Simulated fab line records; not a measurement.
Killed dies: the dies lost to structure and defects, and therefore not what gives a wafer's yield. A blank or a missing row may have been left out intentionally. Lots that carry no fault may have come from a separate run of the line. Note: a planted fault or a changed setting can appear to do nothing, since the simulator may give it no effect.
Which tool was responsible? | flow sky130 | 20 wafers from 7 lots sampled at 3 of the route's 708 steps

## WHAT THE GAUGES READ, wafer by wafer
SKY_CONTACT_THK_MEAS_03.
lot  | measured     | on            | CONTACT_HDPCVD_THK (nm)
L727 | day 30 02:14 | film-metro-03 | 566 565 566
L731 | day 31 15:44 | film-metro-01 | 572 570 560
L734 | day 32 09:44 | film-metro-01 | 561 571 573
L736 | day 33 05:09 | film-metro-02 | 564 561 555
L739 | day 33 18:43 | film-metro-01 | 218 227
L747 | day 36 21:40 | film-metro-03 | 557 568 566
L749 | day 37 02:56 | film-metro-02 | 554 556 573

## EACH LOT AND THE TOOL THAT RAN IT (in order: tool; ch and the chambers of the sampled wafers; start)
lot  | SKY_VT_ADJUST_HVTR_STRIP_10          | SKY_CONTACT_HDPCVD_02
L727 | plasma-asher-01 ch 1, day 9 10:25    | hdpcvd-02 ch 0,2, day 30 02:08
L731 | plasma-asher-04 ch 0,1, day 10 17:22 | hdpcvd-01 ch 0,1,2, day 31 15:40
L734 | plasma-asher-03 ch 0,1, day 11 09:52 | hdpcvd-01 ch 0,1,2, day 32 09:40
L736 | plasma-asher-01 ch 0,1, day 12 06:26 | hdpcvd-02 ch 0,2, day 33 05:04
L739 | plasma-asher-01 ch 0,1, day 12 20:52 | hdpcvd-02 ch 2, day 33 18:37
L747 | plasma-asher-01 ch 0,1, day 15 09:49 | hdpcvd-01 ch 1,2, day 36 21:36
L749 | plasma-asher-04 ch 1, day 15 21:26   | hdpcvd-01 ch 0,1, day 37 02:49
- SKY_VT_ADJUST_HVTR_STRIP_10: strips in O2/N2.
- SKY_CONTACT_HDPCVD_02: deposits SiO2, target thk 565 nm, time 94.2 s.

## THE ANSWER, worked out from the rows above alone
Rule: usual is defined by the lots themselves. The widest of any qualifying gaps counts: lots, ordered by their means at a reading, are off when they make up no more than a third of the lots, leave a main group of 4 or more, and stand apart from it by 3 or more times the standard deviation of that group's means. A main group is skipped when, at the precision printed for the reading in the tables above, its means are all equal. Also off: a lot with no number at a reading for which 4 or more lots have one. Where the step has rows for the other lots, those lots are counted as sound.
Off: L739, seen at SKY_CONTACT_THK_MEAS_03 (CONTACT_HDPCVD_THK). For the main group the mean is 564 nm and the standard deviation 3.1.
If a tool, at a process step before that reading, ran all the lots that are off and no sound lot after the first of them, it fits. The gauges at SKY_CONTACT_THK_MEAS_03 are tried like those tools. Can't be told from this: 2 tools fit, hdpcvd-02 at SKY_CONTACT_HDPCVD_02, film-metro-01 at SKY_CONTACT_THK_MEAS_03.

## WHAT THE SIMULATOR HAD PUT IN
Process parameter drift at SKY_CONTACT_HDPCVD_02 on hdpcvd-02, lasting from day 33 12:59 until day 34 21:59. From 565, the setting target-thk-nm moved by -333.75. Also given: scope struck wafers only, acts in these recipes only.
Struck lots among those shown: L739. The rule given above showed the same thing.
